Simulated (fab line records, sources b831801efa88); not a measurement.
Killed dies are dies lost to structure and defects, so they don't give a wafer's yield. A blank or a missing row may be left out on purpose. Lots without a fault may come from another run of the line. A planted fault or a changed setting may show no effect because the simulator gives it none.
Split-lot experiment | flow sky130 | 5 lots, 23 wafers read, on a route of 708 steps

THE SPLIT
At SKY_VT_ADJUST_LVTN_IMPLANT_19, the setting energy_kev was moved away from the recipe's 30 on 4 of the 23 wafers read, by +1.6% to +4.0%. The other wafers ran this setting at the recipe's value.

The reading is taken at the split's own step.

THE READING
implant.drp_nm (the simulator's own value, which no gauge read), in nm, at SKY_VT_ADJUST_LVTN_IMPLANT_19. The file gives no usual value for it.

wafer  | tool, chamber at the split | energy_kev as run | against the recipe | implant.drp_nm, nm | against lot-mates on the recipe
L075.1 | implanter-01, 0            | 31.21             | +4.0%              | 44.22              | +1.25
L075.6 | implanter-01, 0            | 31.21             | +4.0%              | 44.22              | +1.25
L075.2 | implanter-01, 0            | 30                | recipe             | 42.97              | -
L075.3 | implanter-01, 0            | 30                | recipe             | 42.97              | -
L075.4 | implanter-01, 0            | 30                | recipe             | 42.97              | -
L077.2 | implanter-03, 0            | 30                | recipe             | 42.97              | -
L077.3 | implanter-03, 0            | 30                | recipe             | 42.97              | -
L077.5 | implanter-03, 0            | 30                | recipe             | 42.97              | -
L079.1 | implanter-01, 0            | 30                | recipe             | 42.97              | -
L079.2 | implanter-01, 0            | 30                | recipe             | 42.97              | -
L079.4 | implanter-01, 0            | 30                | recipe             | 42.97              | -
L079.5 | implanter-01, 0            | 30                | recipe             | 42.97              | -
L079.6 | implanter-01, 0            | 30                | recipe             | 42.97              | -
L081.1 | implanter-03, 0            | 30                | recipe             | 42.97              | -
L081.2 | implanter-03, 0            | 30                | recipe             | 42.97              | -
L081.3 | implanter-03, 0            | 30                | recipe             | 42.97              | -
L081.4 | implanter-03, 0            | 30                | recipe             | 42.97              | -
L081.6 | implanter-03, 0            | 30                | recipe             | 42.97              | -
L085.1 | implanter-03, 0            | 30                | recipe             | 42.97              | -
L085.2 | implanter-03, 0            | 30                | recipe             | 42.97              | -
L085.5 | implanter-03, 0            | 30                | recipe             | 42.97              | -
L085.4 | implanter-03, 0            | 30.48             | +1.6%              | 43.48              | +0.51
L085.6 | implanter-03, 0            | 30.48             | +1.6%              | 43.48              | +0.51

THE FIT
A straight line over all 23 wafers: implant.drp_nm changes by +0.311 nm for each +1% of energy_kev; r = +1.00; the points scatter about the line by 0.004 nm.
The same after taking each lot's own level away (the mean of its wafers on the recipe; 23 wafers): +0.311 nm for each +1%; r = +1.00; scatter 0.004 nm.
On that fit, the largest move of energy_kev shifts the reading by 1.3 nm.
The lots' own levels span 42.970 to 42.970 nm.
So the lot-to-lot level changes the slope little: the two slopes agree.
Check: with one of the wafers moved furthest among these (+4.0%) left out of the fit, the line predicts +1.26 nm for it against its lot-mates. It came out at +1.25 nm against them.

OTHER SPLITS ON THESE WAFERS
These wafers also went through other splits before the reading. Each is held against what the fit with the lots' levels taken away leaves over:
other split on the same wafers        | wafers away from the commonest value | r with implant.drp_nm (lot level and that fit taken away)
SKY_FIELD_ISO_OXIDATION_01 ox_time_s  | 13                                   | -0.31
SKY_FIELD_ISO_ETCH_14 source_w        | 8                                    | +0.37
SKY_FIELD_ISO_OXIDATION_22 temp_c     | 15                                   | +0.29
SKY_NWELL_OXIDATION_01 ox_time_s      | 18                                   | -0.56
SKY_DNWELL_COAT_02 spin_rpm           | 9                                    | -0.27
SKY_PWDE_IMPLANT_08 energy_kev        | 7                                    | +0.00
SKY_NWELL_COAT_05 resist_thk_nm       | 9                                    | -0.12
SKY_NWELL_COAT_18 resist_thk_nm       | 11                                   | -0.17
SKY_NWELL_IMPLANT_24 dose_cm2         | 11                                   | -0.04
SKY_VT_ADJUST_LVTN_SOFTBAKE_03 temp_c | 8                                    | +0.04

THE WHOLE CHAIN: every reading that the file lists as answering this split, in the file's order
step                          | what it does | reading                                                         | change (the file's fit)               | r (the file's)
SKY_VT_ADJUST_LVTN_IMPLANT_19 |              | implant.rp_nm (the simulator's own value, which no gauge read)  | +0.959 nm for each +1% of the setting | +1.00
SKY_VT_ADJUST_LVTN_IMPLANT_19 |              | implant.drp_nm (the simulator's own value, which no gauge read) | +0.311 nm for each +1% of the setting | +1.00

THE FILE'S OWN FIT
implant.drp_nm changes by +0.311 nm for each +1% of energy_kev, r = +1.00.
